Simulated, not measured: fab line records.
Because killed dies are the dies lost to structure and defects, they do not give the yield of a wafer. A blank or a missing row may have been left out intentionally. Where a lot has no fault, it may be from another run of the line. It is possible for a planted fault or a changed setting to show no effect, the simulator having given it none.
Comparing a struck lot with a sound one + flow sfq line + 20 out of 325 route steps
Sound: wafers L432.1, L432.2, L432.3. Struck: wafer L444.4. (L444.3 of the same lot was not struck and is left out.) The cause comes at the end.
Order at every step that has rows: each side's tool, ch and its chambers, its first start. Under that, the readings that differ: sound wafers + struck wafers + difference of the means + sigmas: that difference in standard deviations of wafers without a fault.
alike: same words and numbers on both sides, and readings whose means sit less than 2 such deviations apart. not compared: any withheld reading, any reading some wafer has no value for, any bound like >300 that may hide the same value, and any number with overlapping values for which the record gives no deviation.
Wherever a step has rows on one side only, a row that says differs or no value, or a row with sigmas, the two part there. Non-overlapping numbers with no deviation appear without sigmas and do not part them. Lack of a reading on every wafer of one side parts them only where that side has two or more wafers.

first, 2 steps without rows for these wafers: SFQ_TRILAYER_I0_VIA_LITHO_PEB_034 (peb time 60 s); SFQ_TRILAYER_I0_VIA_LITHO_DEVELOP_033 (time 60 s).
SFQ_I0_OVL_MEAS_908:
  struck on overlay-02, day 19 11:47; sound on overlay-01, day 13 03:08
  alike: I0_OVL
then, 1 step without rows for these wafers: SFQ_TRILAYER_I0_VIA_BARC_OPEN_VIA_ETCH_046 (etches BARC in O2, target depth 125 nm, time 41.7 s).
SFQ_TRILAYER_I0_VIA_ETCH_VIA_ETCH_034: etches SiO2 in CHF3, stops on Nb, target depth 260 nm.
  sound on rie diel-02 ch 0,1,2, day 13 03:13; struck on rie diel-01 ch 0, day 19 11:50
  alike: drypump motor current A, oes product au
SFQ_TRILAYER_I0_VIA_STRIP_STRIP_035: strips in O2.
  sound on rie metal-01 ch 0,1, day 13 03:20; struck on rie metal-02 ch 0, day 19 12:10
  alike: drypump motor current A, he backside leak sccm, oes product au
  not compared: rf hours counter h
then, 2 steps without rows for these wafers: SFQ_TRILAYER_I0_VIA_STRIP_SOLV_CLEAN_036 (cleans in NMP, time 600 s); SFQ_TRILAYER_M1_DEP_PRE_CLEAN_038 (time 22.5 s).
SFQ_TRILAYER_M1_DEP_SPUTTER_037: material Nb, target thk 200 nm, time 133.3 s.
  struck on pvd sputter-03, day 19 12:46; sound on pvd sputter-06, day 13 04:08
  alike: chamber pressure pa, throttle valve pct
SFQ_M1_RS_MEAS_909: measurement is done with a four-point probe.
  struck on film metro-03, day 19 12:53; sound on film metro-02, day 13 04:14
  alike: M1_NB_RS
then, 1 step without rows for these wafers: SFQ_TRILAYER_M1_LITHO_COAT_044 (resist thk 62 nm).
SFQ_TRILAYER_M1_LITHO_COAT_039: resist thk 600 nm.
  sound on litho track-01 ch 0, day 13 04:43; struck on litho track-02 ch 0, day 19 13:26
| reading                                             | sound             | struck | difference | sigmas |
|-----------------------------------------------------|-------------------|--------|------------|--------|
| model.KrF_of_TRILAYER_M1_LITHO_COAT_039.thk nm (nm) | 604.3 603.8 604.8 | 555.1  | -49.2      |        |
then, 4 steps without rows for these wafers: SFQ_TRILAYER_M1_LITHO_SOFTBAKE_043; SFQ_TRILAYER_M1_LITHO_EXPOSE_040 (exposes mask M1, target cd 500 nm); SFQ_TRILAYER_M1_LITHO_PEB_042 (peb time 60 s); SFQ_TRILAYER_M1_LITHO_DEVELOP_041 (time 60 s).
-- the record jumps here: 7 days lie between the struck wafers' starts before and after --
SFQ_M1_OVL_MEAS_911:
  struck on overlay-02, day 26 05:11; sound on overlay-02, day 18 18:58
  alike: M1_OVL
SFQ_TRILAYER_M1_BARC_OPEN_METAL_ETCH_054: etches BARC in O2, target depth 125 nm, time 41.7 s.
  sound on rie metal-02 ch 0,1, day 18 19:00; struck on rie metal-02 ch 1, day 26 05:13
  alike: drypump motor current A, he backside leak sccm, oes product au
  not compared: rf hours counter h
SFQ_TRILAYER_M1_ETCH_METAL_ETCH_042: etches Nb in Cl2/Ar, stops on SiO2, target depth 240 nm, time 120 s.
  sound on rie metal-02 ch 0,1, day 18 19:04; struck on rie metal-02 ch 1, day 26 05:19
| reading                                             | sound             | struck | difference | sigmas |
|-----------------------------------------------------|-------------------|--------|------------|--------|
| model.KrF_of_TRILAYER_M1_LITHO_COAT_039.thk nm (nm) | 387.3 384.3 386.9 | 336.8  | -49.4      |        |
  alike: drypump motor current A, he backside leak sccm, oes product au
  not compared: rf hours counter h
SFQ_TRILAYER_M1_STRIP_STRIP_043: strips in O2.
  sound on rie metal-02 ch 0,1, day 18 19:11; struck on rie metal-02 ch 1, day 26 05:35
  alike: drypump motor current A, he backside leak sccm, oes product au
  not compared: rf hours counter h

WHERE THEY PART
Nowhere in this record.

WHY: what the simulator had put in
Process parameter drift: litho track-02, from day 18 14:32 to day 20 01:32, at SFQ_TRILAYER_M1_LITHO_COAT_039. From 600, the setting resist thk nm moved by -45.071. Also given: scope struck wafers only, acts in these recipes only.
